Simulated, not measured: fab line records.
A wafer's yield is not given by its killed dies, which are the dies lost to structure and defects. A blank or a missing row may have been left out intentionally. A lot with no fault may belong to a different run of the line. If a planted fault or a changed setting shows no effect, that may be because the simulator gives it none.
Comparing a struck lot with a sound one :: flow sky130 :: 14 steps out of a route of 708
Sound: the wafers L396.1, L396.2, L396.4. Wafers struck: L384.1, L384.4, L384.6. The cause comes at the end.
Order at every step that has rows: each side's tool, ch and its chambers, its first start. Under that, the readings that differ: sound wafers :: struck wafers :: difference of the means :: sigmas: that difference in standard deviations of wafers without a fault.
alike: readings whose means differ by less than 2 such deviations, and words and numbers that are the same on both sides. not compared: withheld readings, readings that some wafer has no value for, bounds like >300 that may hide the same value, and numbers for which the record gives no deviation and whose values overlap.
The two part at a step that has a row with sigmas, a row that says differs or no value, or rows on one side only. Numbers that have no deviation but don't overlap get no sigmas and don't part them. Lack of a reading on every wafer of one side parts them only where that side has two or more wafers.

SKY_CAPM_OVL_MEAS_12:
  sound on overlay-01, day 43 08:53; struck on overlay-01, day 40 00:46
reading: CAPM_OVL (nm)
sound: 0.6 1.0 0.7
struck: -2.5 -4.0 -1.3
difference: -3.4
sigmas: -2
SKY_CAPM_METAL_ETCH_13: etches TiN in Cl2/BCl3, stops on SiO2, target depth 220 nm, time 62.9 s.
  sound on rie-metal-01 ch 0,1, day 43 08:55; struck on rie-metal-04 ch 0,1, day 40 00:48
  alike: drypump-motor-current-A, oes-product-au, rf-fwd-power-W, throttle-valve-pct
  not compared: rf-hours-counter-h
SKY_CAPM_STRIP_14: strips in O2/N2.
  sound on plasma-asher-03 ch 0,1, day 43 09:00; struck on plasma-asher-02 ch 0,1, day 40 00:53
  alike: drypump-motor-current-A, oes-product-au, strip-time-to-endpoint-s
  not compared: rf-hours-counter-h
then, 9 steps without rows for these wafers: SKY_CAPM_STRIP_15 (strips in post etch residue remover, time 1200 s); SKY_CAPM_CLEAN_16 (cleans in IPA, time 180 s); SKY_CAPM_CLEAN_17 (cleans in O3/DIW); SKY_METAL3_DEHYDRATE_05 (time 60 s); SKY_METAL3_HMDS_06 (prime time 60 s); SKY_METAL3_COAT_07 (resist thk 60 nm); SKY_METAL3_COAT_08 (resist thk 1140 nm); SKY_METAL3_SOFTBAKE_09 (time 90 s); SKY_METAL3_EXPOSE_10 (exposes mask MM3, target cd 300 nm).
SKY_METAL3_PEB_11:
  sound on litho-track-04 ch 0, day 44 07:00; struck on litho-track-04, day 41 01:00
reading: exhaust-pa (Pa)
sound: 44.0 43.2 43.6
struck: - - -
difference: no value on the struck wafers
sigmas: 
  not compared: chill-plate-temp-C
then, 1 step without rows for these wafers: SKY_METAL3_DEVELOP_12 (develop time 60 s).

## WHERE THEY PART
Earliest at SKY_CAPM_OVL_MEAS_12; latest, in this record, at SKY_METAL3_PEB_11.

WHY: whatever the simulator had introduced
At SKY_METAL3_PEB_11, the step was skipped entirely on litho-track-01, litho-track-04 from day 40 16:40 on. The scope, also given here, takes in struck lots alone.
